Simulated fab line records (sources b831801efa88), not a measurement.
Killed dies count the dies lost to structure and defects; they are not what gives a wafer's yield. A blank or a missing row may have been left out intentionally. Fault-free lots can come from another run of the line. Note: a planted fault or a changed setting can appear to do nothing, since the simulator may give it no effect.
Matching of chambers    flow gf180mcu    GF_HV_LDD_ETCHBACK_58 on rieDiel-01 has 4 sister chambers
The step etches Si3N4 in CH3F/O2, stops on SiO2, time 100 s, target depth 90 nm. 4 wafers are shown with their chamber, then 8 later ones without.

EACH WAFER AND ITS CHAMBER
wafer   chamber  drypumpMotorCurrentA (A)
L430.5  3        5.9
L447.1  0        5.8
L447.5  2        6.2
L449.1  1        6.3

WAFERS MISSING THEIR CHAMBER
wafer   drypumpMotorCurrentA (A)
L449.2  6.0
L449.6  5.8
L451.2  5.8
L451.3  6.0
L451.4  6.2
L453.1  6.3
L453.2  5.8
L453.3  6.0

EACH ONE'S CHAMBER
wafer   from the rows above           in truth
L449.2  can't be placed: 3 or 0 or 2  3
L449.6  can't be placed: 0 or 3       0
L451.2  can't be placed: 0 or 3       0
L451.3  can't be placed: 3 or 0 or 2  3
L451.4  can't be placed: 2 or 1       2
L453.1  can't be placed: 1 or 2       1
L453.2  can't be placed: 0 or 3       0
L453.3  can't be placed: 3 or 0 or 2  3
Correct placement for 0 of the 8. From these rows, 8 cannot be placed; in 8 the true chamber is one of the candidates. Number placed wrongly: 0.
How it was worked out, from the rows above alone: a wafer's distance from a chamber is the root of the sum, over the readings, of the square of ((its reading less the chamber's mean) divided by the reading's scatter). The wafer belongs to the nearest chamber; if the next one is less than 2 further off, it can't be placed. A chamber's mean is the mean of its shown wafers. The scatter: with one shown wafer a chamber, the root of the mean of the squares of how far each hidden wafer lies from its nearest shown one.
